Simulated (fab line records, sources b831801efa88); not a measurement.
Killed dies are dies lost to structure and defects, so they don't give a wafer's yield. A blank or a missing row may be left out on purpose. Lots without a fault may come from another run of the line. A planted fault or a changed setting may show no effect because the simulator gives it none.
Tool commonality check | flow gf180mcu | 12 lots, 36 wafers sampled

WHY IT WAS OPENED
At GF_SALICIDE_RS_MEAS_04 the reading SALICIDE_TIN_RS is flagged on 2 of 12 lots. Wafers without a fault read 16.34 ohm/sq, standard deviation 0.27.
Rule: a lot is flagged when every wafer of it that has a number lies more than 4 standard deviations from that mean, or none has a number. The other lots count as sound.

lot  | measured     | on            | SALICIDE_TIN_RS (ohm/sq), wafer by wafer | flag
L188 | day 14 22:13 | film_metro-02 | 16.28 16.13 16.20                        |
L189 | day 15 07:11 | film_metro-03 | 16.63 16.71 16.45                        |
L198 | day 18 23:04 | film_metro-04 | 14.24 14.25 14.02                        | FLAGGED
L199 | day 19 04:32 | film_metro-04 | 13.65 13.92 13.76                        | FLAGGED
L200 | day 19 11:37 | film_metro-03 | 16.15 16.51 16.19                        |
L203 | day 20 08:28 | film_metro-03 | 16.70 16.52 16.55                        |
L204 | day 20 22:40 | film_metro-03 | 15.80 15.86 15.92                        |
L205 | day 21 12:21 | film_metro-02 | 16.42 16.49 16.58                        |
L207 | day 22 02:16 | film_metro-04 | 16.24 16.55 16.13                        |
L209 | day 22 17:56 | film_metro-04 | 16.18 16.51 16.16                        |
L210 | day 23 07:48 | film_metro-02 | 16.32 16.56 16.23                        |
L211 | day 23 08:36 | film_metro-02 | 16.56 16.58 16.55                        |
The numbers of the flagged lots are 13.97 ohm/sq on average: -2.37 ohm/sq against the usual, or -9 standard deviations.

WHICH TOOL RAN EACH LOT
The record holds 3 process steps before the reading, out of a route of 602 steps. In each cell: the tool, then ch and the chambers that the sampled wafers went through, then the start.
lot  | flag    | GF_SAB_CVD_00                   | GF_SAB_STRIP_13                      | GF_SALICIDE_SPUTTER_03
L188 |         | pecvd-04 ch 0,1,2, day 14 00:52 | plasma_asher-04 ch 0,1, day 14 21:59 | pvd_sputter-04, day 14 22:12
L189 |         | pecvd-01 ch 0,1,2, day 14 10:13 | plasma_asher-03 ch 0,1, day 15 06:55 | pvd_sputter-04, day 15 07:06
L198 | FLAGGED | pecvd-04 ch 0,1,2, day 17 22:42 | plasma_asher-04 ch 0,1, day 18 22:49 | pvd_sputter-04, day 18 23:02
L199 | FLAGGED | pecvd-02 ch 0,2, day 18 04:07   | plasma_asher-01 ch 0,1, day 19 04:16 | pvd_sputter-04, day 19 04:29
L200 |         | pecvd-02 ch 0,1, day 18 10:27   | plasma_asher-04 ch 0,1, day 19 11:22 | pvd_sputter-03, day 19 11:35
L203 |         | pecvd-04 ch 0,2, day 19 08:33   | plasma_asher-04 ch 0,1, day 20 08:13 | pvd_sputter-03, day 20 08:25
L204 |         | pecvd-01 ch 0,1,2, day 19 22:01 | plasma_asher-01 ch 0,1, day 20 22:26 | pvd_sputter-02, day 20 22:39
L205 |         | pecvd-04 ch 0,1, day 20 11:54   | plasma_asher-03 ch 0,1, day 21 12:07 | pvd_sputter-03, day 21 12:20
L207 |         | pecvd-04 ch 0,1,2, day 21 01:52 | plasma_asher-01 ch 0,1, day 22 02:00 | pvd_sputter-02, day 22 02:11
L209 |         | pecvd-04 ch 0,1, day 21 18:51   | plasma_asher-04 ch 0,1, day 22 17:41 | pvd_sputter-03, day 22 17:55
L210 |         | pecvd-02 ch 1,2, day 22 07:52   | plasma_asher-01 ch 0,1, day 23 07:32 | pvd_sputter-02, day 23 07:46
L211 |         | pecvd-01 ch 1,2, day 22 09:12   | plasma_asher-04 ch 0,1, day 23 08:21 | pvd_sputter-03, day 23 08:32
What these steps do:
- GF_SAB_CVD_00: deposits SiO2 from TEOS, target thk 50 nm, time 4.9302 s.
- GF_SAB_STRIP_13: strips in O2/N2.
- GF_SALICIDE_SPUTTER_03: material TiN, target thk 20 nm, time 16.7 s.
- GF_SALICIDE_RS_MEAS_04: measures by four-point-probe.

FLAGGED OVER TOTAL, TOOL BY TOOL (the gauges that took the reading come last)
step                   | tool            | lots run | flagged | share of the flagged lots | sound lots run after its first flagged lot
GF_SAB_CVD_00          | pecvd-01        | 3        | 0       | none                      | -
GF_SAB_CVD_00          | pecvd-02        | 3        | 1       | some                      | 2 (L200,L210)
GF_SAB_CVD_00          | pecvd-04        | 6        | 1       | some                      | 4 (L203,L205,L207,L209)
GF_SAB_STRIP_13        | plasma_asher-01 | 4        | 1       | some                      | 3 (L204,L207,L210)
GF_SAB_STRIP_13        | plasma_asher-03 | 2        | 0       | none                      | -
GF_SAB_STRIP_13        | plasma_asher-04 | 6        | 1       | some                      | 4 (L200,L203,L209,L211)
GF_SALICIDE_SPUTTER_03 | pvd_sputter-02  | 3        | 0       | none                      | -
GF_SALICIDE_SPUTTER_03 | pvd_sputter-03  | 5        | 0       | none                      | -
GF_SALICIDE_SPUTTER_03 | pvd_sputter-04  | 4        | 2       | all                       | 0
GF_SALICIDE_RS_MEAS_04 | film_metro-02   | 4        | 0       | none                      | -
GF_SALICIDE_RS_MEAS_04 | film_metro-03   | 4        | 0       | none                      | -
GF_SALICIDE_RS_MEAS_04 | film_metro-04   | 4        | 2       | all                       | 2 (L207,L209)

WHAT THE TABLE ALLOWS
2 rows of the table ran every flagged lot: pvd_sputter-04 at GF_SALICIDE_SPUTTER_03, film_metro-04 at GF_SALICIDE_RS_MEAS_04.
- pvd_sputter-04 at GF_SALICIDE_SPUTTER_03: 2 of its 4 lots flagged. Its last sound lot is L189 (day 15 07:06), its first flagged lot L198 (day 18 23:02): a fault that began between those two fits.
- film_metro-04 at GF_SALICIDE_RS_MEAS_04: 2 of its 4 lots flagged. Sound lots ran on it after the first flagged one (L207, L209), which a lasting fault on the whole tool wouldn't allow.
One tool is left: pvd_sputter-04 at GF_SALICIDE_SPUTTER_03.

WHAT THE SIMULATOR HAD PUT IN
Process parameter drift: pvd_sputter-04, from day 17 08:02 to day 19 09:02, at GF_SALICIDE_SPUTTER_03. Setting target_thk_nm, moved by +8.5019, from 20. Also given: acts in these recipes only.
Lots struck among those shown: L198, L199. The rule above found the same.
